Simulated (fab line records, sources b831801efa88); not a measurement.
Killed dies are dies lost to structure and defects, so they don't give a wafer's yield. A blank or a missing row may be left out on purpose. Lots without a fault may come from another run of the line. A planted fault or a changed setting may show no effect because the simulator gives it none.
A struck lot beside a sound one | flow sky130 | 15 steps out of a route of 708
Sound: wafers L758.2, L758.5, L758.6. Struck: wafers L751.1, L751.2, L751.5. The cause comes at the end.
At each step with rows: each side's tool, then ch and its chambers, then its first start. Under that, the readings that differ: sound wafers | struck wafers | difference of the means | sigmas: that difference in standard deviations of wafers without a fault.
alike: readings whose means differ by less than 2 such deviations, and words and numbers that are the same on both sides. not compared: withheld readings, readings that some wafer has no value for, bounds like >300 that may hide the same value, and numbers for which the record gives no deviation and whose values overlap.
The two part at a step that has a row with sigmas, a row that says differs or no value, or rows on one side only. Numbers that don't overlap but have no deviation are shown without sigmas and don't part them. A reading that every wafer of one side lacks parts them only if that side has two wafers or more.

SKY_VIA1_ETCH_14: etches BARC in N2/H2, stops on SiO2, time 45.9 s, target depth 60 nm.
  sound on rie_diel-03 ch 1,2, day 38 22:15; struck on rie_diel-02 ch 1,2, day 36 05:30
  alike: drypump_motor_current_A, oes_product_au, throttle_valve_pct
  not compared: rf_hours_counter_h
SKY_VIA1_ETCH_15: etches SiO2 in C4F8/O2/Ar, stops on TiN, target depth 351 nm, time 54 s.
  sound on rie_diel-03 ch 1,2, day 38 22:18; struck on rie_diel-02 ch 1,2, day 36 05:33
  alike: oes_product_au
  not compared: rf_hours_counter_h
then, 4 steps without rows for these wafers: SKY_VIA1_STRIP_16 (strips in O2/N2); SKY_VIA1_STRIP_17 (strips in post etch residue remover, time 1200 s); SKY_VIA1_CLEAN_18 (cleans in IPA, time 180 s); SKY_VIA1_CLEAN_19 (cleans in O3/DIW).
SKY_VIA1_SPUTTER_20: material TiN, target thk 20 nm, time 80 s.
  sound on pvd_sputter-01, day 38 22:56; struck on pvd_sputter-01, day 36 06:16
  alike: cathode_dc_power_W, throttle_valve_pct
then, 1 step without rows for these wafers: SKY_VIA1_CVD_21 (deposits W, target thk 270 nm, time 80.902 s).
SKY_VIA1_RS_MEAS_22: measures by four-point-probe.
  sound on film_metro-01, day 38 23:07; struck on film_metro-02, day 36 06:25
  alike: VIA1_W_RS
SKY_VIA1_THK_MEAS_23: measures by xrf.
  sound on film_metro-01, day 38 23:13; struck on film_metro-02, day 36 06:32
  alike: VIA1_W_THK
SKY_VIA1_CMP_24: polishes, stops on SiO2, t overpolish 15 s, target thk 0 nm.
  sound on cmp-01 ch 0,3, day 38 23:16; struck on cmp-01 ch 0,1, day 36 06:35
  alike: motor_current_A, overpolish_run_s, time_to_endpoint_s
then, 1 step without rows for these wafers: SKY_METAL2_SPUTTER_00 (material Ti, target thk 15 nm, time 10 s).
SKY_METAL2_SPUTTER_01: material TiN, target thk 20 nm, time 16.7 s.
  sound on pvd_sputter-01, day 38 23:36; struck on pvd_sputter-03, day 36 06:55
  reading                                    | sound                | struck               | difference | sigmas
  cathode_dc_power_W (W)                     | 6498.9 6499.9 6498.0 | 7090.5 7091.3 7091.1 | +592.0     | +99 or more
  model.TiN_of_METAL2_SPUTTER_01.thk_nm (nm) | 20.25 20.06 20.38    | 21.7 21.89 21.78     | +1.6       |
  alike: throttle_valve_pct
SKY_METAL2_SPUTTER_02: material AlCu, target thk 250 nm, time 13.3 s.
  sound on pvd_sputter-01, day 38 23:37; struck on pvd_sputter-03, day 36 06:56
  alike: cathode_dc_power_W, throttle_valve_pct
SKY_PAD_OPEN_PROBE_99:
  the record has rows for the sound wafers here (prober-01, day 49 14:07) and none for the struck ones

WHERE THEY PART
First at SKY_METAL2_SPUTTER_01; last, within this record, at SKY_PAD_OPEN_PROBE_99.

WHY: what the simulator had put in
Process parameter drift: pvd_sputter-03, from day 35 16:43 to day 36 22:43, at SKY_METAL2_SPUTTER_01. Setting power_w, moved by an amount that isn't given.
